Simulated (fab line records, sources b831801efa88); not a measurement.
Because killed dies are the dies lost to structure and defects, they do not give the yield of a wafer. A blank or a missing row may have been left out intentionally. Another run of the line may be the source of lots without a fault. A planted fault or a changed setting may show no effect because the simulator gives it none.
The tool behind it: which one? / flow sky130 / 10 lots with 30 wafers sampled at 5 steps, on a route of 708 steps

WHAT THE GAUGES READ, wafer by wafer
SKY_RES_XHIGH_TW_MEAS_09.
lot=L672; measured=day 28 14:56; on=filmMetro-04; RES_XHIGH_TW=1623 1612 1627
lot=L676; measured=day 28 21:41; on=filmMetro-04; RES_XHIGH_TW=1624 1630 1626
lot=L678; measured=day 29 07:40; on=filmMetro-02; RES_XHIGH_TW=1625 1625 1626
lot=L681; measured=day 30 17:08; on=filmMetro-04; RES_XHIGH_TW=1632 1628 1628
lot=L682; measured=day 31 06:46; on=filmMetro-04; RES_XHIGH_TW=1629 1625 1637
lot=L683; measured=day 31 11:15; on=filmMetro-04; RES_XHIGH_TW=1541 1549 1551 1551 1549 1554
lot=L684; measured=day 31 12:01; on=filmMetro-04; RES_XHIGH_TW=1545 1550 1547 1554 1549 1544
lot=L685; measured=day 31 15:38; on=filmMetro-03; RES_XHIGH_TW=1539 1539 1531 1533 1535 1537
lot=L692; measured=day 33 23:05; on=filmMetro-04; RES_XHIGH_TW=1629 1632 1636
lot=L693; measured=day 34 04:43; on=filmMetro-02; RES_XHIGH_TW=1618 1633 1632

WHICH TOOL RAN EACH LOT (tool, then ch and the chambers of the sampled wafers, then the start)
lot=L672; SKY_LDD_N_STRIP_16=plasmaAsher-01 ch 0,1, day 18 17:38; SKY_LDD_HVP_STRIP_09=plasmaAsher-02 ch 1, day 22 15:31; SKY_RES_XHIGH_IMPLANT_07=implanter-01 ch 0, day 28 14:42; SKY_RES_XHIGH_STRIP_08=plasmaAsher-02 ch 0, day 28 14:50
lot=L676; SKY_LDD_N_STRIP_16=plasmaAsher-01 ch 0,1, day 20 04:11; SKY_LDD_HVP_STRIP_09=plasmaAsher-03 ch 0,1, day 24 01:10; SKY_RES_XHIGH_IMPLANT_07=implanter-01 ch 0, day 28 21:26; SKY_RES_XHIGH_STRIP_08=plasmaAsher-02 ch 0,1, day 28 21:35
lot=L678; SKY_LDD_N_STRIP_16=plasmaAsher-04 ch 0,1, day 20 16:25; SKY_LDD_HVP_STRIP_09=plasmaAsher-03 ch 0,1, day 24 11:49; SKY_RES_XHIGH_IMPLANT_07=implanter-01 ch 0, day 29 07:25; SKY_RES_XHIGH_STRIP_08=plasmaAsher-01 ch 0,1, day 29 07:34
lot=L681; SKY_LDD_N_STRIP_16=plasmaAsher-01 ch 0,1, day 22 03:47; SKY_LDD_HVP_STRIP_09=plasmaAsher-01 ch 0,1, day 25 20:58; SKY_RES_XHIGH_IMPLANT_07=implanter-03 ch 0, day 30 16:53; SKY_RES_XHIGH_STRIP_08=plasmaAsher-02 ch 0,1, day 30 17:02
lot=L682; SKY_LDD_N_STRIP_16=plasmaAsher-01 ch 0,1, day 22 18:04; SKY_LDD_HVP_STRIP_09=plasmaAsher-01 ch 0,1, day 26 10:57; SKY_RES_XHIGH_IMPLANT_07=implanter-01 ch 0, day 31 06:34; SKY_RES_XHIGH_STRIP_08=plasmaAsher-01 ch 0,1, day 31 06:40
lot=L683; SKY_LDD_N_STRIP_16=plasmaAsher-04 ch 0,1, day 23 00:26; SKY_LDD_HVP_STRIP_09=plasmaAsher-01 ch 0,1, day 26 15:08; SKY_RES_XHIGH_IMPLANT_07=implanter-01 ch 0, day 31 11:00; SKY_RES_XHIGH_STRIP_08=plasmaAsher-02 ch 0,1, day 31 11:09
lot=L684; SKY_LDD_N_STRIP_16=plasmaAsher-04 ch 0,1, day 23 01:09; SKY_LDD_HVP_STRIP_09=plasmaAsher-02 ch 0,1, day 26 16:09; SKY_RES_XHIGH_IMPLANT_07=implanter-01 ch 0, day 31 11:49; SKY_RES_XHIGH_STRIP_08=plasmaAsher-01 ch 0,1, day 31 11:55
lot=L685; SKY_LDD_N_STRIP_16=plasmaAsher-04 ch 0,1, day 23 07:19; SKY_LDD_HVP_STRIP_09=plasmaAsher-01 ch 0,1, day 26 22:59; SKY_RES_XHIGH_IMPLANT_07=implanter-01 ch 0, day 31 15:23; SKY_RES_XHIGH_STRIP_08=plasmaAsher-02 ch 0,1, day 31 15:32
lot=L692; SKY_LDD_N_STRIP_16=plasmaAsher-01 ch 0,1, day 25 19:32; SKY_LDD_HVP_STRIP_09=plasmaAsher-03 ch 0,1, day 29 08:11; SKY_RES_XHIGH_IMPLANT_07=implanter-03 ch 0, day 33 22:50; SKY_RES_XHIGH_STRIP_08=plasmaAsher-01 ch 0,1, day 33 22:59
lot=L693; SKY_LDD_N_STRIP_16=plasmaAsher-01 ch 0,1, day 26 00:28; SKY_LDD_HVP_STRIP_09=plasmaAsher-02 ch 0,1, day 29 13:13; SKY_RES_XHIGH_IMPLANT_07=implanter-03 ch 0, day 34 04:29; SKY_RES_XHIGH_STRIP_08=plasmaAsher-03 ch 0,1, day 34 04:37
- SKY_LDD_N_STRIP_16: strips in O2/N2.
- SKY_LDD_HVP_STRIP_09: strips in O2/N2.
- SKY_RES_XHIGH_IMPLANT_07
- SKY_RES_XHIGH_STRIP_08: strips in O2/N2.

THE ANSWER, worked out from the rows above alone
Rule: usual is defined by the lots themselves. The widest of any qualifying gaps counts: lots, ordered by their means at a reading, are off when they make up no more than a third of the lots, leave a main group of 4 or more, and stand apart from it by 3 or more times the standard deviation of that group's means. A main group is skipped when, at the precision printed for the reading in the tables above, its means are all equal. A lot without any number at a reading at which 4 lots or more have one is off too. All remaining lots with rows at the step are treated as sound.
Off: at SKY_RES_XHIGH_TW_MEAS_09 (RES_XHIGH_TW), L683, L684, L685. Mean 1627 and standard deviation 3.5 in the main group.
If a tool, at a process step before that reading, ran all the lots that are off and no sound lot after the first of them, it fits. Those tools and the gauges at SKY_RES_XHIGH_TW_MEAS_09 are tried in the same way. 2 tools fit, plasmaAsher-04 at SKY_LDD_N_STRIP_16 and implanter-01 at SKY_RES_XHIGH_IMPLANT_07, so this cannot tell which one it is.

WHAT WAS PUT IN BY THE SIMULATOR
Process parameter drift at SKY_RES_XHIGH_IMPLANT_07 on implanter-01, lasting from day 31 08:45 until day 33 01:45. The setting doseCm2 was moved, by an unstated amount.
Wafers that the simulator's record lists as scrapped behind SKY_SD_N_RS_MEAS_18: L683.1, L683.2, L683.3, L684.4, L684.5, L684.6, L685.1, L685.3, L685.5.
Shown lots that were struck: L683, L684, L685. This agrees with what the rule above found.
